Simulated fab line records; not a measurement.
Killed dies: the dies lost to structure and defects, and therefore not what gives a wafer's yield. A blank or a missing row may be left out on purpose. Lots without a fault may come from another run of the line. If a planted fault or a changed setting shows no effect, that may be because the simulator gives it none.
Struck lot and sound lot, side by side || flow sky130 || 15 steps out of a route of 708
Sound: wafers L788.2, L788.4, L788.6. Struck: wafer L806.5 (left out: L806.4, a lot-mate that was not struck); the cause follows at the end.
Per side, at each step with rows, come the tool, then ch with its chambers, and then its first start. Under that, the readings that differ: sound wafers || struck wafers || difference of the means || sigmas: that difference in standard deviations of wafers without a fault.
alike: a reading whose means differ by less than 2 such deviations, as well as words and numbers matching on both sides. not compared: withheld readings; readings where some wafer has no value; bounds like >300 that might hide an equal value; numbers whose values overlap and for which the record gives no deviation.
A row with sigmas, a row that says differs or no value, or rows on one side alone: a step with any of these is where the two part. Numbers that have no deviation but don't overlap get no sigmas and don't part them. A reading that every wafer of one side lacks parts them only if that side has two wafers or more.

first, 4 steps without rows for these wafers: SKY_LDD_N_IMPLANT_12; SKY_LDD_N_IMPLANT_13; SKY_LDD_N_IMPLANT_14; SKY_LDD_N_IMPLANT_15.
SKY_LDD_N_STRIP_16: strips in O2/N2.
  sound on plasma asher-03 ch 0,1, day 19 04:35; struck on plasma asher-02 ch 0, day 25 02:02
{"reading": "drypump motor current A (A)", "sound": "5.4 5.2 5.1", "struck": 6.0, "difference": "+0.8", "sigmas": "+2"}
  alike: oes product au, strip time to endpoint s
  not compared: rf hours counter h
SKY_LDD_N_TW_MEAS_17:
  sound on film metro-02, day 19 04:42; struck on film metro-04, day 25 02:08
{"reading": "LDD_N_TW", "sound": "2623 2622 2614", "struck": 2568, "difference": -52, "sigmas": -3}
then, 6 steps without rows for these wafers: SKY_LDD_P_DEHYDRATE_00 (time 60 s); SKY_LDD_P_HMDS_01 (prime time 60 s); SKY_LDD_P_COAT_02 (resist thk 1140 nm); SKY_LDD_P_SOFTBAKE_03 (time 60 s); SKY_LDD_P_EXPOSE_04 (exposes mask PSDM, target cd 380 nm); SKY_LDD_P_PEB_05.
SKY_LDD_P_DEVELOP_06: develop time 60 s.
  sound on litho track-01 ch 0, day 20 11:38; struck on litho track-01 ch 0, day 26 08:08
SKY_LDD_P_CD_MEAS_07: target cd 380 nm.
  sound on cd sem-01, day 20 11:47; struck on cd sem-02, day 26 08:16
{"reading": "cd nm (nm)", "sound": "380.1 379.9 381.6", "struck": 400.6, "difference": "+20.1", "sigmas": "+8"}
SKY_LDD_P_OVL_MEAS_08:
  sound on overlay-02, day 20 11:53; struck on overlay-02, day 26 08:21
  alike: LDD_P_OVL

== WHERE THEY PART ==
Earliest at SKY_LDD_N_STRIP_16; latest, in this record, at SKY_LDD_P_CD_MEAS_07. Later steps at which nothing parts them and some readings are alike: SKY_LDD_P_OVL_MEAS_08.

WHY: what had been put in by the simulator
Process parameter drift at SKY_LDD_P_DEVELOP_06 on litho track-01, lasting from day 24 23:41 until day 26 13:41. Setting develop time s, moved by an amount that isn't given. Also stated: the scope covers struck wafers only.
